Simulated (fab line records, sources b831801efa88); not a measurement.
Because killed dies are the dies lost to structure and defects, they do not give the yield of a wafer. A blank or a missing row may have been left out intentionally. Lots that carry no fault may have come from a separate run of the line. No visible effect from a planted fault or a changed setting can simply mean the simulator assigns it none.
Chamber matching | flow gf180mcu | GF_CONTACT_ETCH_16 on rie diel-03 has 4 sister chambers
The step etches BARC in N2/H2. 4 wafers are shown with their chamber, then 10 later ones without.

WAFERS PAIRED WITH THEIR CHAMBERS
wafer  | chamber | drypump motor current A (A)
L081.1 | 1       | 5.7
L084.1 | 2       | 6.1
L086.1 | 3       | 5.5
L086.2 | 0       | 5.5

WAFERS WITHOUT THEIR CHAMBER
wafer  | drypump motor current A (A)
L086.4 | 5.7
L093.1 | 5.7
L093.3 | 5.4
L093.4 | 5.6
L095.1 | 5.7
L095.2 | 5.5
L095.3 | 5.5
L096.3 | 5.7
L096.5 | 5.7
L096.6 | 6.1

EACH ONE'S CHAMBER
wafer  | from the rows above          | in truth
L086.4 | 1                            | 1
L093.1 | 1                            | 1
L093.3 | can't be placed: 0 or 3      | 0
L093.4 | can't be placed: 0 or 3 or 1 | 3
L095.1 | 1                            | 1
L095.2 | can't be placed: 0 or 3      | 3
L095.3 | can't be placed: 0 or 3      | 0
L096.3 | 1                            | 1
L096.5 | 1                            | 1
L096.6 | 2                            | 2
Correct placement for 6 of the 10. Cannot be placed on the basis of these rows: 4; the candidates contain the true chamber in 4. Wrongly placed: 0.
How it was worked out, from the rows above alone: a wafer's distance from a chamber is the root of the sum, over the readings, of the square of ((its reading less the chamber's mean) divided by the reading's scatter). If the next closest chamber is less than 2 further off than the closest, the wafer can't be placed; otherwise it belongs to the closest. A chamber's mean is the mean of its shown wafers. The scatter: root of mean squared gap, hidden wafer to nearest shown wafer, with one shown wafer a chamber.
